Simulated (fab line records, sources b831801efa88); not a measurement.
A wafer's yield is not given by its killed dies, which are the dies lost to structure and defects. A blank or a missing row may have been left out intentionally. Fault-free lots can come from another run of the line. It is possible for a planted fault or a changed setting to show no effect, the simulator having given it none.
2 desks, one fault + flow gf180mcu + numbers are kept per desk, each desk with only its own; the story behind them comes last

== TOOL OWNER'S DESK, lpcvd-01 ==
The tool's own readings at GF_POLY_GATE_CVD_00 (deposits poly-Si, target thk 200 nm, time 1200 s): means of the sampled wafers that have a number, for each lot that ran on this tool. A lot is out of limits, marked OUT, if its mean lies more than 4 standard deviations from the usual mean; the brackets give that distance.
Columns: A = spike tc bottom C at GF_POLY_GATE_CVD_00, usual 637.0 C; B = spike tc centre C at GF_POLY_GATE_CVD_00, usual 620.7 C; C = spike tc lower C at GF_POLY_GATE_CVD_00, usual 619.7 C; D = spike tc top C at GF_POLY_GATE_CVD_00, usual 638.6 C; E = spike tc upper C at GF_POLY_GATE_CVD_00, usual 619.2 C; F = susceptor temp C at GF_POLY_GATE_CVD_00, usual 620.00 C
| lot  | first seen here | A                | B                | C                | D                | E                | F                |
|------|-----------------|------------------|------------------|------------------|------------------|------------------|------------------|
| L372 | day 9 01:23     | 638.1            | 619.9            | 618.7            | 638.5            | 619.3            | 619.98           |
| L375 | day 10 01:09    | 638.3            | 622.4            | 620.3            | 637.1            | 619.0            | 620.36           |
| L377 | day 10 10:11    | 629.4 (-4.5) OUT | 611.5 (-6.6) OUT | 609.4 (-7.4) OUT | 629.8 (-5.5) OUT | 610.2 (-6.4) OUT | 611.57 (-29) OUT |
| L379 | day 11 00:32    | 629.9 (-4.2) OUT | 614.2 (-4.6) OUT | 610.5 (-6.5) OUT | 629.3 (-5.8) OUT | 611.1 (-5.8) OUT | 611.25 (-30) OUT |
| L389 | day 13 16:31    | 638.1            | 620.7            | 618.4            | 639.0            | 618.3            | 619.99           |
| L390 | day 13 21:32    | 638.5            | 620.5            | 617.8            | 639.1            | 618.2            | 620.01           |
| L391 | day 14 06:04    | 637.8            | 619.6            | 619.3            | 638.4            | 618.5            | 620.13           |
| L392 | day 14 13:40    | 638.2            | 621.5            | 619.8            | 638.1            | 618.0            | 619.95           |
| L393 | day 15 05:29    | 638.3            | 623.5            | 619.7            | 636.2            | 620.2            | 620.16           |
This desk's finding: out of limits on L377, L379; first on L377, day 10 10:11 (spike tc bottom C at GF_POLY_GATE_CVD_00). In limits: L372, L375, L389, L390, L391, L392, L393.

== METROLOGY DESK ==
What the gauges read for every lot (on any tool): the sampled wafers with a number, averaged. A lot is out of limits, marked OUT, if its mean lies more than 4 standard deviations from the usual mean; the brackets give that distance.
Columns: A = LVPWELL_OVL at GF_LVPWELL_OVL_MEAS_07, usual -0.8 nm; B = POLY_GATE_CVD_00_THK at GF_POLY_GATE_THK_MEAS_01, usual 200.2 nm; C = cd nm at GF_POLY_GATE_CD_MEAS_10, usual 279.9 nm
| lot  | first seen here | A    | B               | C     |
|------|-----------------|------|-----------------|-------|
| L371 | day 4 05:13     | -1.5 | 197.2           | 280.9 |
| L372 | day 4 12:34     | -2.0 | 202.7           | 280.7 |
| L373 | day 4 12:49     | -0.2 | 199.4           | 278.7 |
| L375 | day 5 04:52     | 0.8  | 196.6           | 279.8 |
| L377 | day 5 13:46     | -0.0 | 161.0 (-20) OUT | 278.4 |
| L379 | day 5 23:47     | -3.0 | 165.7 (-17) OUT | 278.8 |
| L389 | day 8 06:46     | 0.5  | 199.0           | 282.5 |
| L390 | day 8 11:58     | -0.3 | 200.6           | 279.9 |
| L391 | day 8 15:55     | -0.4 | 202.6           | 282.5 |
| L392 | day 8 22:19     | -1.7 | 200.8           | 279.9 |
| L393 | day 9 10:49     | 0.6  | 200.8           | 280.2 |
This desk's result: L377, L379 out of limits, first on L377 (POLY_GATE_CVD_00_THK at GF_POLY_GATE_THK_MEAS_01), day 10 11:31. In limits: L371, L372, L373, L375, L389, L390, L391, L392, L393.

== BROUGHT TOGETHER ==
At day 10 10:11, on L377, L379, the tool owner's desk was in a position to raise an alarm.
Metrology desk: alarm possible at day 10 11:31 on L377, L379.
Every lot named ran GF_POLY_GATE_CVD_00 on lpcvd-01.

== WHAT THE SIMULATOR PUT IN ==
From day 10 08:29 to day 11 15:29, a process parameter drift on lpcvd-01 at GF_POLY_GATE_CVD_00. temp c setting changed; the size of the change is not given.
Lots struck among those shown: L377, L379.
Time in hours from fault onset to the first out-of-limits reading at each desk: tool owner's desk 2, metrology desk 3.
